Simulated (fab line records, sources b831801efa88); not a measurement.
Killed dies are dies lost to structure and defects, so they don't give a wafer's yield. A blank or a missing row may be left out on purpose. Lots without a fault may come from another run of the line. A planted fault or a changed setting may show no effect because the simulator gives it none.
Problem report in the 8D (eight disciplines) form, filled by code | flow gf180mcu | the parts of the form that need people (team, actions taken, sign-off) are left out

1. THE PROBLEM
M3_ALCU_RS at GF_M3_RS_MEAS_05 reads a mean of 0.0945 ohm/sq on 6 wafers of 2 lots; wafers without a fault read 0.0696 ohm/sq with a standard deviation of 0.00098. That is +25 standard deviations from the usual mean.
The step: measures by four-point-probe.
First seen on wafer L299.1, day 23 09:31, on film_metro-02. The record holds 30 wafers of 10 lots with a number at this step. Rule for "out", or "out of limits": more than 4 standard deviations from the usual mean. The other wafers with a number count as sound.

2. WHAT IT IS AND WHAT IT IS NOT
question                    | is                           | is not
which readings at this step | M3_ALCU_RS                   | -
which lots                  | L299, L300                   | L292, L294, L304, L308, L309, L311, L312, L314
which wafers of those lots  | all that have a number       | -
read on which gauges        | film_metro-02, film_metro-03 | film_metro-01
when                        | from day 23 09:31            | up to then (6 sound wafers); but 18 sound wafers of L304, L308, L309, L311, L312, L314 came after

3. SUSPECTS, AND WHAT RULES EACH OUT
Counting: a tool at a process step up to the reading stays a suspect if it ran every lot that is out and no sound lot after the first of them.
- the gauge at GF_M3_RS_MEAS_05: ruled out. The wafers that are out were read on 2 gauges (film_metro-02, film_metro-03).
- pecvd-03 at GF_V2_CVD_02 (deposits SiO2 from TEOS, target thk 850 nm, time 94.851 s): ruled out as a lasting fault. Sound lots L308 ran on it after its first lot that is out, L299 (day 22 08:28).
- pvd_sputter-01 at GF_M3_SPUTTER_02 (material AlCu, target thk 450 nm, time 23.9 s): ruled out as a lasting fault. Sound lots L308, L309, L311, L312, L314 ran on it after its first lot that is out, L299 (day 23 09:26).
Left after counting: nothing in the record.

4. THE CAUSE (what the simulator had put in)
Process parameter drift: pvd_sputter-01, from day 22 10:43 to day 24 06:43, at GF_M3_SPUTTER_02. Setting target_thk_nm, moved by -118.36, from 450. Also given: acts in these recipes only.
Counting ruled it out, wrongly: the rule takes a fault to strike every lot that its tool runs from its start on, and this one did not.

5. THE CHAIN OF EFFECTS, in route order
Each row: a reading whose mean over the struck wafers that have a number lies more than 3 standard deviations from the usual. Only readings for which the record gives a usual standard deviation are gone through. hours: the time from each lot's start at the first step in this table that gives one to its start at this step, as a median over the lots. sigmas: the change in usual standard deviations.
hours | step                | reading            | usual         | on struck wafers | change  | sigmas
0     | GF_M3_RS_MEAS_05    | M3_ALCU_RS         | 0.0696 ohm/sq | 0.0945           | +0.0249 | +25
0     | GF_M3_THK_MEAS_06   | M3_ALCU_THK        | 461 nm        | 344              | -116    | -16
22    | GF_M3_METAL_ETCH_16 | oes_product_au     | 0.971 a.u.    | 0.856            | -0.115  | -16
22    | GF_M3_METAL_ETCH_16 | throttle_valve_pct | 28.252 %      | 28.381           | +0.129  | +11
The process steps in it:
- GF_M3_METAL_ETCH_16: etches the open film in Cl2/BCl3, stops on SiO2, target depth 627.5 nm, time 104.6 s.

6. WHAT WOULD HAVE CAUGHT IT SOONER
In this record the first reading out of limits at a measuring or inspecting step was taken at day 23 09:31, 23 hours after the fault began at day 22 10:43.
Of the tool readings at GF_M3_SPUTTER_02 for which the record gives a usual standard deviation, none was out on any struck wafer, so an alarm limit of 4 standard deviations on them would not have fired.
